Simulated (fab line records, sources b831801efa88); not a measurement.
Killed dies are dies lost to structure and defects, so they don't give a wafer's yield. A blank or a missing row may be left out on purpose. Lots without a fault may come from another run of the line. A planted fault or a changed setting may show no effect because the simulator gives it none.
Which tool did it? | flow gf180mcu | 14 lots, 42 wafers sampled, at 4 steps of a route of 602

WHAT THE GAUGES READ, wafer by wafer
GF_V5_RS_MEAS_24: measures by four-point-probe. Usual: V5_W_RS 0.330 ohm/sq, standard deviation 0.0042.
lot  | measured     | on            | V5_W_RS (ohm/sq)  | flag
L556 | day 26 23:02 | film_metro-01 | 0.334 0.336 0.332 |
L557 | day 27 07:44 | film_metro-02 | 0.326 0.331 0.325 |
L558 | day 27 23:08 | film_metro-04 | 0.324 0.323 0.326 |
L559 | day 28 08:43 | film_metro-04 | 0.320 0.323 0.321 |
L560 | day 28 17:46 | film_metro-04 | 0.329 0.327 0.327 |
L561 | day 29 00:19 | film_metro-04 | 0.327 0.327 0.327 |
L562 | day 29 06:18 | film_metro-01 | 0.326 0.327 0.327 |
L563 | day 29 18:15 | film_metro-01 | 0.335 0.333 0.334 |
L564 | day 29 20:24 | film_metro-04 | 0.331 0.332 0.333 |
L565 | day 29 23:59 | film_metro-02 | 0.325 0.328 0.332 |
L566 | day 30 05:53 | film_metro-01 | 0.332 0.333 0.330 |
L567 | day 30 19:44 | film_metro-02 | 0.328 0.328 0.330 |
L571 | day 31 15:37 | film_metro-02 | 0.330 0.330 0.333 |
L573 | day 32 05:16 | film_metro-04 | 0.324 0.330 0.323 |

GF_TOP_METAL_THK_MEAS_06: measures by xrf. Usual: TOP_METAL_ALCU_THK 891 nm, standard deviation 11.
lot  | measured     | on            | TOP_METAL_ALCU_THK (nm) | flag
L556 | day 26 23:51 | film_metro-03 | 885 895 885             |
L557 | day 27 08:34 | film_metro-03 | 898 898 886             |
L558 | day 27 23:56 | film_metro-04 | 878 887 881             |
L559 | day 28 09:32 | film_metro-04 | 885 893 883             |
L560 | day 28 18:35 | film_metro-04 | 889 881 888             |
L561 | day 29 01:07 | film_metro-03 | 911 899 916             |
L562 | day 29 07:07 | film_metro-02 | 895 890 898             |
L563 | day 29 19:04 | film_metro-03 | 881 890 878             |
L564 | day 29 21:13 | film_metro-04 | 889 897 893             |
L565 | day 30 00:48 | film_metro-02 | 899 901 900             |
L566 | day 30 06:43 | film_metro-03 | 898 901 890             |
L567 | day 30 20:33 | film_metro-02 | 903 891 902             |
L571 | day 31 16:26 | film_metro-02 | 910 903 898             |
L573 | day 32 06:10 | film_metro-04 | 883 896 888             |

WHICH TOOL RAN EACH LOT (tool, then ch and the chambers of the sampled wafers, then the start)
lot  | GF_HV_LDD_CVD_54            | GF_MIM_STRIP_20
L556 | lpcvd-01 ch 1, day 12 04:34 | plasma_asher-04 ch 0,1, day 25 01:43
L557 | lpcvd-01 ch 0, day 12 12:42 | plasma_asher-04 ch 1, day 25 11:45
L558 | lpcvd-02 ch 0, day 13 03:35 | plasma_asher-02 ch 0,1, day 26 03:36
L559 | lpcvd-02 ch 1, day 13 14:52 | plasma_asher-01 ch 0,1, day 26 14:40
L560 | lpcvd-01 ch 1, day 13 19:28 | plasma_asher-04 ch 0,1, day 26 22:43
L561 | lpcvd-02 ch 1, day 14 06:34 | plasma_asher-01 ch 0,1, day 27 05:54
L562 | lpcvd-01 ch 0, day 14 13:12 | plasma_asher-04 ch 0, day 27 13:58
L563 | lpcvd-02 ch 1, day 15 00:56 | plasma_asher-04 ch 0,1, day 28 01:51
L564 | lpcvd-02 ch 0, day 15 01:58 | plasma_asher-01 ch 0,1, day 28 03:29
L565 | lpcvd-01 ch 1, day 15 07:33 | plasma_asher-02 ch 0, day 28 06:44
L566 | lpcvd-01 ch 1, day 15 15:06 | plasma_asher-02 ch 0,1, day 28 12:55
L567 | lpcvd-01 ch 0, day 16 01:11 | plasma_asher-04 ch 0,1, day 29 04:13
L571 | lpcvd-01 ch 0, day 17 10:12 | plasma_asher-04 ch 0,1, day 30 01:23
L573 | lpcvd-01 ch 1, day 18 01:59 | plasma_asher-02 ch 0,1, day 30 16:26
- GF_HV_LDD_CVD_54: deposits SiO2 from TEOS, target thk 10 nm, time 75 s.
- GF_MIM_STRIP_20: strips in O2/N2.

WHAT THE TOOLS THEMSELVES READ (means of the sampled wafers that have a number; where no wafer has one, the mark that the record gives instead)
GF_HV_LDD_CVD_54. Usual: zone_power_centre_pct 9.83 %, standard deviation 0.25.
lot  | tool     | zone_power_centre_pct (%) | flag
L556 | lpcvd-01 | 9.55                      |
L557 | lpcvd-01 | 9.97                      |
L558 | lpcvd-02 | 10.08                     |
L559 | lpcvd-02 | 9.96                      |
L560 | lpcvd-01 | 9.51                      |
L561 | lpcvd-02 | 9.96                      |
L562 | lpcvd-01 | 10.03                     |
L563 | lpcvd-02 | 9.92                      |
L564 | lpcvd-02 | 10.00                     |
L565 | lpcvd-01 | 9.52                      |
L566 | lpcvd-01 | 9.49                      |
L567 | lpcvd-01 | 9.96                      |
L571 | lpcvd-01 | 9.94                      |
L573 | lpcvd-01 | 9.53                      |

GF_MIM_STRIP_20. Usual: drypump_motor_current_A 5.7 A, standard deviation 0.44; heater_power_w 321 W, standard deviation 21; oes_product_au 0.693 a.u., standard deviation 0.0051; strip_time_to_endpoint_s 11.22 s, standard deviation 0.057.
lot  | tool            | drypump_motor_current_A (A) | heater_power_w (W) | oes_product_au (a.u.) | strip_time_to_endpoint_s (s) | flag
L556 | plasma_asher-04 | 5.2                         | 307                | 0.691                 | 11.21                        |
L557 | plasma_asher-04 | 5.3                         | 306                | 0.694                 | 11.20                        |
L558 | plasma_asher-02 | 6.2                         | 338                | 0.692                 | 11.26                        |
L559 | plasma_asher-01 | 5.9                         | 323                | 0.692                 | 11.17                        |
L560 | plasma_asher-04 | 5.2                         | 307                | 0.693                 | 11.21                        |
L561 | plasma_asher-01 | 5.8                         | 335                | 0.692                 | 11.15                        |
L562 | plasma_asher-04 | 5.2                         | 312                | 0.687                 | 11.18                        |
L563 | plasma_asher-04 | 5.2                         | 306                | 0.693                 | 11.24                        |
L564 | plasma_asher-01 | 5.7                         | 334                | 0.693                 | 11.24                        |
L565 | plasma_asher-02 | 5.8                         | 303                | 0.692                 | 11.21                        |
L566 | plasma_asher-02 | 6.0                         | 318                | 0.693                 | 11.20                        |
L567 | plasma_asher-04 | 5.2                         | 309                | 0.694                 | 11.25                        |
L571 | plasma_asher-04 | 5.2                         | 299                | 0.690                 | 11.23                        |
L573 | plasma_asher-02 | 6.1                         | 324                | 0.695                 | 11.31                        |

THE ANSWER, worked out from the rows above alone
Rule: a lot is off if the mean of its wafers that have a number lies more than 3 standard deviations from the usual mean. A lot without any number at a reading at which 4 lots or more have one is off too. The other lots that the step has rows for count as sound. The gauges are gone through in route order, then the tools' own readings, and for those a lot's mean is taken as printed above. The first step at which some lot is off is used, and at that step the reading that is off furthest; a lot without a number counts as furthest.
No lot is off at any reading shown: from this, nothing can be told.

WHAT THE SIMULATOR HAD PUT IN
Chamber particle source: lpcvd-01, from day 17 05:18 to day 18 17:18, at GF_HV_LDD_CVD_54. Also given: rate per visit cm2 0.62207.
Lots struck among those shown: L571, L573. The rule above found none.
